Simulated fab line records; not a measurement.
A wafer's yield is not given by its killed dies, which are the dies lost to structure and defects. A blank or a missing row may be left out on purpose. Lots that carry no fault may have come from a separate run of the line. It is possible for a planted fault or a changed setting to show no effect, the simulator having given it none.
Which tool was responsible? || flow gf180mcu || Sampling: 24 lots, 72 wafers, 5 of 602 route steps

== WHAT EACH GAUGE READ, for each wafer ==
GF_V2_OVL_MEAS_15.
{"lot": "L074", "measured": "day 20 02:31", "on": "overlay-01", "V2_OVL (nm)": "14 6 8"}
{"lot": "L075", "measured": "day 20 21:49", "on": "overlay-01", "V2_OVL (nm)": "2 0 7"}
{"lot": "L076", "measured": "day 21 00:44", "on": "overlay-01", "V2_OVL (nm)": "7 8 6"}
{"lot": "L077", "measured": "day 21 14:28", "on": "overlay-02", "V2_OVL (nm)": "-5 2 2"}
{"lot": "L078", "measured": "day 21 21:41", "on": "overlay-02", "V2_OVL (nm)": "5 2 14"}
{"lot": "L079", "measured": "day 22 08:03", "on": "overlay-02", "V2_OVL (nm)": "3 13 9"}
{"lot": "L080", "measured": "day 22 13:28", "on": "overlay-02", "V2_OVL (nm)": "2 11 0"}
{"lot": "L081", "measured": "day 23 05:39", "on": "overlay-02", "V2_OVL (nm)": "14 13 8"}
{"lot": "L082", "measured": "day 23 07:43", "on": "overlay-02", "V2_OVL (nm)": "1 -3 1"}
{"lot": "L083", "measured": "day 23 17:04", "on": "overlay-01", "V2_OVL (nm)": "6 0 2"}
{"lot": "L084", "measured": "day 24 00:15", "on": "overlay-02", "V2_OVL (nm)": "2 5 7"}
{"lot": "L085", "measured": "day 24 10:36", "on": "overlay-01", "V2_OVL (nm)": "19 6 11"}
{"lot": "L086", "measured": "day 24 20:32", "on": "overlay-01", "V2_OVL (nm)": "20 21 7"}
{"lot": "L087", "measured": "day 25 06:11", "on": "overlay-02", "V2_OVL (nm)": "12 10 13"}
{"lot": "L088", "measured": "day 25 10:00", "on": "overlay-02", "V2_OVL (nm)": "-3 -6 -7"}
{"lot": "L089", "measured": "day 25 14:58", "on": "overlay-02", "V2_OVL (nm)": "6 -1 -1"}
{"lot": "L090", "measured": "day 26 00:44", "on": "overlay-01", "V2_OVL (nm)": "-8 8 6"}
{"lot": "L091", "measured": "day 26 07:29", "on": "overlay-01", "V2_OVL (nm)": "-1 1 1"}
{"lot": "L092", "measured": "day 26 17:22", "on": "overlay-02", "V2_OVL (nm)": "-1 -3 2"}
{"lot": "L093", "measured": "day 27 04:41", "on": "overlay-02", "V2_OVL (nm)": "2 13 8"}
{"lot": "L094", "measured": "day 27 05:38", "on": "overlay-02", "V2_OVL (nm)": "-1 3 -3"}
{"lot": "L095", "measured": "day 27 09:44", "on": "overlay-02", "V2_OVL (nm)": "0 -1 2"}
{"lot": "L096", "measured": "day 27 20:40", "on": "overlay-01", "V2_OVL (nm)": "0 -4 3"}
{"lot": "L097", "measured": "day 28 05:49", "on": "overlay-01", "V2_OVL (nm)": "6 1 12"}

GF_M3_THK_MEAS_06: measures by xrf.
{"lot": "L074", "measured": "day 20 04:22", "on": "filmMetro-03", "M3_ALCU_THK (nm)": "436 433 435"}
{"lot": "L075", "measured": "day 20 23:33", "on": "filmMetro-03", "M3_ALCU_THK (nm)": "433 436 432"}
{"lot": "L076", "measured": "day 21 02:28", "on": "filmMetro-01", "M3_ALCU_THK (nm)": "427 429 428"}
{"lot": "L077", "measured": "day 21 16:12", "on": "filmMetro-01", "M3_ALCU_THK (nm)": "434 437 435"}
{"lot": "L078", "measured": "day 21 23:26", "on": "filmMetro-03", "M3_ALCU_THK (nm)": "445 447 445"}
{"lot": "L079", "measured": "day 22 09:47", "on": "filmMetro-03", "M3_ALCU_THK (nm)": "447 448 443"}
{"lot": "L080", "measured": "day 22 15:13", "on": "filmMetro-01", "M3_ALCU_THK (nm)": "431 432 434"}
{"lot": "L081", "measured": "day 23 07:24", "on": "filmMetro-01", "M3_ALCU_THK (nm)": "442 437 440"}
{"lot": "L082", "measured": "day 23 09:47", "on": "filmMetro-01", "M3_ALCU_THK (nm)": "436 431 434"}
{"lot": "L083", "measured": "day 23 18:55", "on": "filmMetro-03", "M3_ALCU_THK (nm)": "447 444 447"}
{"lot": "L084", "measured": "day 24 02:01", "on": "filmMetro-01", "M3_ALCU_THK (nm)": "441 444 436"}
{"lot": "L085", "measured": "day 24 12:22", "on": "filmMetro-03", "M3_ALCU_THK (nm)": "431 435 437"}
{"lot": "L086", "measured": "day 24 22:16", "on": "filmMetro-03", "M3_ALCU_THK (nm)": "432 437 437"}
{"lot": "L087", "measured": "day 25 07:55", "on": "filmMetro-04", "M3_ALCU_THK (nm)": "446 441 443"}
{"lot": "L088", "measured": "day 25 11:44", "on": "filmMetro-03", "M3_ALCU_THK (nm)": "446 443 441"}
{"lot": "L089", "measured": "day 25 16:41", "on": "filmMetro-03", "M3_ALCU_THK (nm)": "441 441 446"}
{"lot": "L090", "measured": "day 26 02:31", "on": "filmMetro-01", "M3_ALCU_THK (nm)": "437 434 435"}
{"lot": "L091", "measured": "day 26 09:13", "on": "filmMetro-01", "M3_ALCU_THK (nm)": "419 427 426"}
{"lot": "L092", "measured": "day 26 19:15", "on": "filmMetro-01", "M3_ALCU_THK (nm)": "432 433 431"}
{"lot": "L093", "measured": "day 27 06:26", "on": "filmMetro-03", "M3_ALCU_THK (nm)": "437 442 440"}
{"lot": "L094", "measured": "day 27 07:23", "on": "filmMetro-04", "M3_ALCU_THK (nm)": "433 438 432"}
{"lot": "L095", "measured": "day 27 11:29", "on": "filmMetro-04", "M3_ALCU_THK (nm)": "432 432 432"}
{"lot": "L096", "measured": "day 27 22:28", "on": "filmMetro-04", "M3_ALCU_THK (nm)": "437 432 432"}
{"lot": "L097", "measured": "day 28 07:38", "on": "filmMetro-03", "M3_ALCU_THK (nm)": "443 445 445"}

GF_M3_CD_MEAS_14: the cd target is 280 nm.
{"lot": "L074", "measured": "day 21 04:38", "on": "cdSem-01", "cdNm (nm)": "279.4 278.0 279.1"}
{"lot": "L075", "measured": "day 21 23:15", "on": "cdSem-01", "cdNm (nm)": "280.5 279.1 280.3"}
{"lot": "L076", "measured": "day 22 02:25", "on": "cdSem-02", "cdNm (nm)": "280.8 280.8 281.0"}
{"lot": "L077", "measured": "day 22 15:12", "on": "cdSem-02", "cdNm (nm)": "280.8 281.9 280.2"}
{"lot": "L078", "measured": "day 22 22:35", "on": "cdSem-01", "cdNm (nm)": "280.1 279.8 279.6"}
{"lot": "L079", "measured": "day 23 08:49", "on": "cdSem-01", "cdNm (nm)": "279.8 281.3 279.7"}
{"lot": "L080", "measured": "day 23 13:53", "on": "cdSem-01", "cdNm (nm)": "279.7 278.9 279.3"}
{"lot": "L081", "measured": "day 24 05:31", "on": "cdSem-01", "cdNm (nm)": "281.9 280.5 280.3"}
{"lot": "L082", "measured": "day 24 08:02", "on": "cdSem-01", "cdNm (nm)": "278.1 277.8 278.8"}
{"lot": "L083", "measured": "day 24 16:50", "on": "cdSem-02", "cdNm (nm)": "282.0 283.3 282.3"}
{"lot": "L084", "measured": "day 24 23:23", "on": "cdSem-01", "cdNm (nm)": "279.4 279.0 279.0"}
{"lot": "L085", "measured": "day 25 09:23", "on": "cdSem-02", "cdNm (nm)": "277.7 278.8 278.4"}
{"lot": "L086", "measured": "day 25 19:13", "on": "cdSem-02", "cdNm (nm)": "282.7 281.7 281.5"}
{"lot": "L087", "measured": "day 26 04:46", "on": "cdSem-02", "cdNm (nm)": "277.6 278.0 278.0"}
{"lot": "L088", "measured": "day 26 08:08", "on": "cdSem-01", "cdNm (nm)": "279.9 280.0 280.5"}
{"lot": "L089", "measured": "day 26 13:23", "on": "cdSem-01", "cdNm (nm)": "279.1 277.7 279.3"}
{"lot": "L090", "measured": "day 26 23:31", "on": "cdSem-01", "cdNm (nm)": "278.8 281.0 280.6"}
{"lot": "L091", "measured": "day 27 05:52", "on": "cdSem-01", "cdNm (nm)": "281.1 280.7 280.9"}
{"lot": "L092", "measured": "day 27 15:32", "on": "cdSem-02", "cdNm (nm)": "279.9 280.4 280.7"}
{"lot": "L093", "measured": "day 28 02:20", "on": "cdSem-01", "cdNm (nm)": "278.6 279.4 277.9"}
{"lot": "L094", "measured": "day 28 03:38", "on": "cdSem-02", "cdNm (nm)": "281.7 281.4 280.8"}
{"lot": "L095", "measured": "day 28 06:46", "on": "cdSem-01", "cdNm (nm)": "279.0 278.0 277.9"}
{"lot": "L096", "measured": "day 28 17:40", "on": "cdSem-02", "cdNm (nm)": "282.1 281.6 282.1"}
{"lot": "L097", "measured": "day 29 03:11", "on": "cdSem-02", "cdNm (nm)": "280.6 281.4 281.6"}

== WHAT TOOL EACH LOT RAN ON (gives the tool, then ch and the chambers of the sampled wafers, and finally the start) ==
{"lot": "L074", "GF_M2_SPUTTER_00": "pvdSputter-04, day 18 00:44", "GF_M3_SPUTTER_00": "pvdSputter-01, day 20 04:00"}
{"lot": "L075", "GF_M2_SPUTTER_00": "pvdSputter-02, day 18 19:55", "GF_M3_SPUTTER_00": "pvdSputter-01, day 20 23:11"}
{"lot": "L076", "GF_M2_SPUTTER_00": "pvdSputter-03, day 18 23:36", "GF_M3_SPUTTER_00": "pvdSputter-01, day 21 02:08"}
{"lot": "L077", "GF_M2_SPUTTER_00": "pvdSputter-03, day 19 12:12", "GF_M3_SPUTTER_00": "pvdSputter-02, day 21 15:50"}
{"lot": "L078", "GF_M2_SPUTTER_00": "pvdSputter-04, day 19 20:19", "GF_M3_SPUTTER_00": "pvdSputter-04, day 21 23:05"}
{"lot": "L079", "GF_M2_SPUTTER_00": "pvdSputter-04, day 20 07:08", "GF_M3_SPUTTER_00": "pvdSputter-02, day 22 09:26"}
{"lot": "L080", "GF_M2_SPUTTER_00": "pvdSputter-02, day 20 13:24", "GF_M3_SPUTTER_00": "pvdSputter-01, day 22 14:52"}
{"lot": "L081", "GF_M2_SPUTTER_00": "pvdSputter-03, day 21 05:31", "GF_M3_SPUTTER_00": "pvdSputter-04, day 23 07:04"}
{"lot": "L082", "GF_M2_SPUTTER_00": "pvdSputter-04, day 21 07:47", "GF_M3_SPUTTER_00": "pvdSputter-01, day 23 09:26"}
{"lot": "L083", "GF_M2_SPUTTER_00": "pvdSputter-04, day 21 16:44", "GF_M3_SPUTTER_00": "pvdSputter-02, day 23 18:35"}
{"lot": "L084", "GF_M2_SPUTTER_00": "pvdSputter-02, day 22 00:47", "GF_M3_SPUTTER_00": "pvdSputter-04, day 24 01:41"}
{"lot": "L085", "GF_M2_SPUTTER_00": "pvdSputter-03, day 22 11:23", "GF_M3_SPUTTER_00": "pvdSputter-01, day 24 12:01"}
{"lot": "L086", "GF_M2_SPUTTER_00": "pvdSputter-03, day 22 21:39", "GF_M3_SPUTTER_00": "pvdSputter-04, day 24 21:56"}
{"lot": "L087", "GF_M2_SPUTTER_00": "pvdSputter-02, day 23 08:41", "GF_M3_SPUTTER_00": "pvdSputter-02, day 25 07:35"}
{"lot": "L088", "GF_M2_SPUTTER_00": "pvdSputter-02, day 23 13:20", "GF_M3_SPUTTER_00": "pvdSputter-02, day 25 11:23"}
{"lot": "L089", "GF_M2_SPUTTER_00": "pvdSputter-03, day 23 16:41", "GF_M3_SPUTTER_00": "pvdSputter-02, day 25 16:20"}
{"lot": "L090", "GF_M2_SPUTTER_00": "pvdSputter-03, day 24 03:37", "GF_M3_SPUTTER_00": "pvdSputter-04, day 26 02:10"}
{"lot": "L091", "GF_M2_SPUTTER_00": "pvdSputter-02, day 24 11:40", "GF_M3_SPUTTER_00": "pvdSputter-01, day 26 08:53"}
{"lot": "L092", "GF_M2_SPUTTER_00": "pvdSputter-02, day 24 21:17", "GF_M3_SPUTTER_00": "pvdSputter-04, day 26 18:54"}
{"lot": "L093", "GF_M2_SPUTTER_00": "pvdSputter-02, day 25 09:08", "GF_M3_SPUTTER_00": "pvdSputter-02, day 27 06:05"}
{"lot": "L094", "GF_M2_SPUTTER_00": "pvdSputter-04, day 25 10:23", "GF_M3_SPUTTER_00": "pvdSputter-01, day 27 07:02"}
{"lot": "L095", "GF_M2_SPUTTER_00": "pvdSputter-03, day 25 15:23", "GF_M3_SPUTTER_00": "pvdSputter-01, day 27 11:08"}
{"lot": "L096", "GF_M2_SPUTTER_00": "pvdSputter-02, day 26 02:31", "GF_M3_SPUTTER_00": "pvdSputter-04, day 27 22:07"}
{"lot": "L097", "GF_M2_SPUTTER_00": "pvdSputter-02, day 26 11:32", "GF_M3_SPUTTER_00": "pvdSputter-01, day 28 07:17"}
- GF_M2_SPUTTER_00: material Ti, target thk 37.5 nm, time 150 s.
- GF_M3_SPUTTER_00: material Ti, target thk 37.5 nm, time 150 s.

== AS READ BY THE TOOLS THEMSELVES (means over the sampled wafers that have a number; for cases with no such wafer, the mark the record gives instead) ==
GF_M2_SPUTTER_00.
{"lot": "L074", "tool": "pvdSputter-04", "throttleValvePct (%)": 30.2}
{"lot": "L075", "tool": "pvdSputter-02", "throttleValvePct (%)": 29.9}
{"lot": "L076", "tool": "pvdSputter-03", "throttleValvePct (%)": 30.3}
{"lot": "L077", "tool": "pvdSputter-03", "throttleValvePct (%)": 29.6}
{"lot": "L078", "tool": "pvdSputter-04", "throttleValvePct (%)": 30.2}
{"lot": "L079", "tool": "pvdSputter-04", "throttleValvePct (%)": 30.3}
{"lot": "L080", "tool": "pvdSputter-02", "throttleValvePct (%)": 29.7}
{"lot": "L081", "tool": "pvdSputter-03", "throttleValvePct (%)": 31.5}
{"lot": "L082", "tool": "pvdSputter-04", "throttleValvePct (%)": 30.7}
{"lot": "L083", "tool": "pvdSputter-04", "throttleValvePct (%)": 30.3}
{"lot": "L084", "tool": "pvdSputter-02", "throttleValvePct (%)": 30.5}
{"lot": "L085", "tool": "pvdSputter-03", "throttleValvePct (%)": 30.4}
{"lot": "L086", "tool": "pvdSputter-03", "throttleValvePct (%)": 30.2}
{"lot": "L087", "tool": "pvdSputter-02", "throttleValvePct (%)": 29.5}
{"lot": "L088", "tool": "pvdSputter-02", "throttleValvePct (%)": 30.7}
{"lot": "L089", "tool": "pvdSputter-03", "throttleValvePct (%)": 31.0}
{"lot": "L090", "tool": "pvdSputter-03", "throttleValvePct (%)": 29.9}
{"lot": "L091", "tool": "pvdSputter-02", "throttleValvePct (%)": 29.7}
{"lot": "L092", "tool": "pvdSputter-02", "throttleValvePct (%)": 30.5}
{"lot": "L093", "tool": "pvdSputter-02", "throttleValvePct (%)": 29.8}
{"lot": "L094", "tool": "pvdSputter-04", "throttleValvePct (%)": 30.0}
{"lot": "L095", "tool": "pvdSputter-03", "throttleValvePct (%)": 31.1}
{"lot": "L096", "tool": "pvdSputter-02", "throttleValvePct (%)": 30.0}
{"lot": "L097", "tool": "pvdSputter-02", "throttleValvePct (%)": 29.8}

GF_M3_SPUTTER_00.
{"lot": "L074", "tool": "pvdSputter-01", "throttleValvePct (%)": 29.6}
{"lot": "L075", "tool": "pvdSputter-01", "throttleValvePct (%)": 30.2}
{"lot": "L076", "tool": "pvdSputter-01", "throttleValvePct (%)": 29.8}
{"lot": "L077", "tool": "pvdSputter-02", "throttleValvePct (%)": 30.8}
{"lot": "L078", "tool": "pvdSputter-04", "throttleValvePct (%)": 30.8}
{"lot": "L079", "tool": "pvdSputter-02", "throttleValvePct (%)": 30.1}
{"lot": "L080", "tool": "pvdSputter-01", "throttleValvePct (%)": 29.2}
{"lot": "L081", "tool": "pvdSputter-04", "throttleValvePct (%)": 30.3}
{"lot": "L082", "tool": "pvdSputter-01", "throttleValvePct (%)": 29.7}
{"lot": "L083", "tool": "pvdSputter-02", "throttleValvePct (%)": 30.1}
{"lot": "L084", "tool": "pvdSputter-04", "throttleValvePct (%)": 30.6}
{"lot": "L085", "tool": "pvdSputter-01", "throttleValvePct (%)": 29.7}
{"lot": "L086", "tool": "pvdSputter-04", "throttleValvePct (%)": 30.6}
{"lot": "L087", "tool": "pvdSputter-02", "throttleValvePct (%)": 30.8}
{"lot": "L088", "tool": "pvdSputter-02", "throttleValvePct (%)": 30.4}
{"lot": "L089", "tool": "pvdSputter-02", "throttleValvePct (%)": 30.5}
{"lot": "L090", "tool": "pvdSputter-04", "throttleValvePct (%)": 31.0}
{"lot": "L091", "tool": "pvdSputter-01", "throttleValvePct (%)": 29.1}
{"lot": "L092", "tool": "pvdSputter-04", "throttleValvePct (%)": 30.5}
{"lot": "L093", "tool": "pvdSputter-02", "throttleValvePct (%)": 30.5}
{"lot": "L094", "tool": "pvdSputter-01", "throttleValvePct (%)": 29.1}
{"lot": "L095", "tool": "pvdSputter-01", "throttleValvePct (%)": 30.2}
{"lot": "L096", "tool": "pvdSputter-04", "throttleValvePct (%)": 30.7}
{"lot": "L097", "tool": "pvdSputter-01", "throttleValvePct (%)": 29.6}

== THE ANSWER, worked out from the rows above alone ==
Rule: the lots themselves supply what counts as usual. The widest of any qualifying gaps counts: lots, ordered by their means at a reading, are off when they make up no more than a third of the lots, leave a main group of 4 or more, and stand apart from it by 3 or more times the standard deviation of that group's means. A main group is skipped when, at the precision printed for the reading in the tables above, its means are all equal. A lot without any number at a reading at which 4 lots or more have one is off too. All remaining lots with rows at the step are treated as sound. After the gauges, taken in route order, come the tools' own readings; for these a lot's mean is taken, as printed above. The first step at which some lot is off is used, and at that step the reading that is off furthest; a lot without a number counts as furthest.
No lot is off at any reading shown: from this, nothing can be told.

== WHAT THE SIMULATOR HAD INSERTED ==
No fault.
